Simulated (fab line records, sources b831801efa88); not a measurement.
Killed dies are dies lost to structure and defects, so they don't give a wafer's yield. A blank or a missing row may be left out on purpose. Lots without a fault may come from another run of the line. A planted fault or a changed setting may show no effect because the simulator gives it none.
Which tool did it? | flow gf180mcu | 13 lots, 39 wafers sampled, at 3 steps of a route of 602

WHAT THE GAUGES READ, wafer by wafer
GF_V4_THK_MEAS_01.
lot  | measured     | on            | V4_CVD_00_THK (nm)
L526 | day 24 05:22 | film_metro-03 | 596 600 604
L527 | day 24 11:44 | film_metro-02 | 592 595 592
L528 | day 25 01:49 | film_metro-03 | 604 604 600
L529 | day 25 06:08 | film_metro-03 | 607 605 613
L530 | day 26 01:16 | film_metro-03 | 591 595 596
L531 | day 26 05:06 | film_metro-04 | 596 592 599
L533 | day 26 08:52 | film_metro-03 | 590 599 605
L532 | day 26 10:42 | film_metro-04 | 593 595 597
L535 | day 27 19:30 | film_metro-03 | 608 600 599
L543 | day 29 16:35 | film_metro-03 | 603 603 595
L545 | day 30 08:23 | film_metro-03 | 600 607 604
L546 | day 30 10:25 | film_metro-03 | 602 608 602
L547 | day 30 13:10 | film_metro-04 | 619 608 614

WHICH TOOL RAN EACH LOT (tool, then ch and the chambers of the sampled wafers, then the start)
lot  | GF_M2_STRIP_18                  | GF_M4_STRIP_17
L526 | wet_bench-03 ch 2, day 19 23:50 | plasma_asher-02 ch 0,1, day 24 04:46
L527 | wet_bench-01 ch 0, day 20 10:00 | plasma_asher-02 ch 0,1, day 24 11:08
L528 | wet_bench-03 ch 3, day 20 18:39 | plasma_asher-02 ch 0,1, day 25 01:12
L529 | wet_bench-03 ch 2, day 21 04:12 | plasma_asher-01 ch 0,1, day 25 05:29
L530 | wet_bench-04 ch 1, day 21 19:57 | plasma_asher-01 ch 0,1, day 26 00:41
L531 | wet_bench-03 ch 1, day 22 06:38 | plasma_asher-04 ch 0,1, day 26 04:30
L533 | wet_bench-01 ch 0, day 22 10:12 | plasma_asher-01 ch 0,1, day 26 08:17
L532 | wet_bench-04 ch 3, day 22 14:44 | plasma_asher-02 ch 0, day 26 10:06
L535 | wet_bench-03 ch 0, day 24 00:54 | plasma_asher-04 ch 0,1, day 27 18:51
L543 | wet_bench-01 ch 2, day 26 02:28 | plasma_asher-01 ch 0,1, day 29 15:56
L545 | wet_bench-01 ch 2, day 26 19:33 | plasma_asher-02 ch 0,1, day 30 07:44
L546 | wet_bench-03 ch 1, day 26 23:43 | plasma_asher-01 ch 0,1, day 30 09:41
L547 | wet_bench-03 ch 3, day 27 00:39 | plasma_asher-02 ch 0,1, day 30 12:32
- GF_M2_STRIP_18: strips in post etch residue remover, time 1200 s.
- GF_M4_STRIP_17: strips in O2/N2.

WHAT THE TOOLS THEMSELVES READ (means of the sampled wafers that have a number; where no wafer has one, the mark that the record gives instead)
GF_M2_STRIP_18.
lot  | tool         | bath_heat_duty_pct (%)
L526 | wet_bench-03 | 12.4
L527 | wet_bench-01 | 15.6
L528 | wet_bench-03 | 12.4
L529 | wet_bench-03 | 12.4
L530 | wet_bench-04 | 16.1
L531 | wet_bench-03 | 12.7
L533 | wet_bench-01 | 15.1
L532 | wet_bench-04 | 16.4
L535 | wet_bench-03 | 15.5
L543 | wet_bench-01 | 16.5
L545 | wet_bench-01 | 16.4
L546 | wet_bench-03 | 12.0
L547 | wet_bench-03 | 12.3

GF_M4_STRIP_17.
lot  | tool            | drypump_motor_current_A (A) | heater_power_w (W) | oes_product_au (a.u.) | strip_time_to_endpoint_s (s)
L526 | plasma_asher-02 | 5.8                         | 344                | 0.534                 | 7.37
L527 | plasma_asher-02 | 5.9                         | 350                | 0.540                 | 7.43
L528 | plasma_asher-02 | 5.8                         | 346                | 0.539                 | 7.37
L529 | plasma_asher-01 | 6.1                         | 293                | 0.531                 | 7.37
L530 | plasma_asher-01 | 6.1                         | 291                | 0.536                 | 7.39
L531 | plasma_asher-04 | 5.4                         | 347                | 0.539                 | 7.40
L533 | plasma_asher-01 | 6.1                         | 289                | 0.538                 | 7.41
L532 | plasma_asher-02 | 6.1                         | 352                | 0.538                 | 7.40
L535 | plasma_asher-04 | 5.6                         | 319                | 0.538                 | 7.45
L543 | plasma_asher-01 | 6.2                         | 287                | 0.536                 | 7.39
L545 | plasma_asher-02 | 5.8                         | 345                | 0.539                 | 7.31
L546 | plasma_asher-01 | 6.1                         | 288                | 0.538                 | 7.36
L547 | plasma_asher-02 | 5.8                         | 352                | 0.541                 | 7.45

THE ANSWER, worked out from the rows above alone
Rule: what is usual is taken from the lots themselves. Put in order of their means at a reading, lots are off if they are a third of the lots or fewer, leave a main group of 4 or more, and stand apart from it by a gap of 3 or more times the standard deviation of the main group's means; of several such gaps the widest counts. A main group whose means are all the same, to the digits that the tables above print for the reading, isn't used. A lot without any number at a reading at which 4 lots or more have one is off too. The other lots that the step has rows for count as sound. The gauges are gone through in route order, then the tools' own readings, and for those a lot's mean is taken as printed above. The first step at which some lot is off is used, and at that step the reading that is off furthest; a lot without a number counts as furthest.
No lot is off at any reading shown: from this, nothing can be told.

WHAT THE SIMULATOR HAD PUT IN
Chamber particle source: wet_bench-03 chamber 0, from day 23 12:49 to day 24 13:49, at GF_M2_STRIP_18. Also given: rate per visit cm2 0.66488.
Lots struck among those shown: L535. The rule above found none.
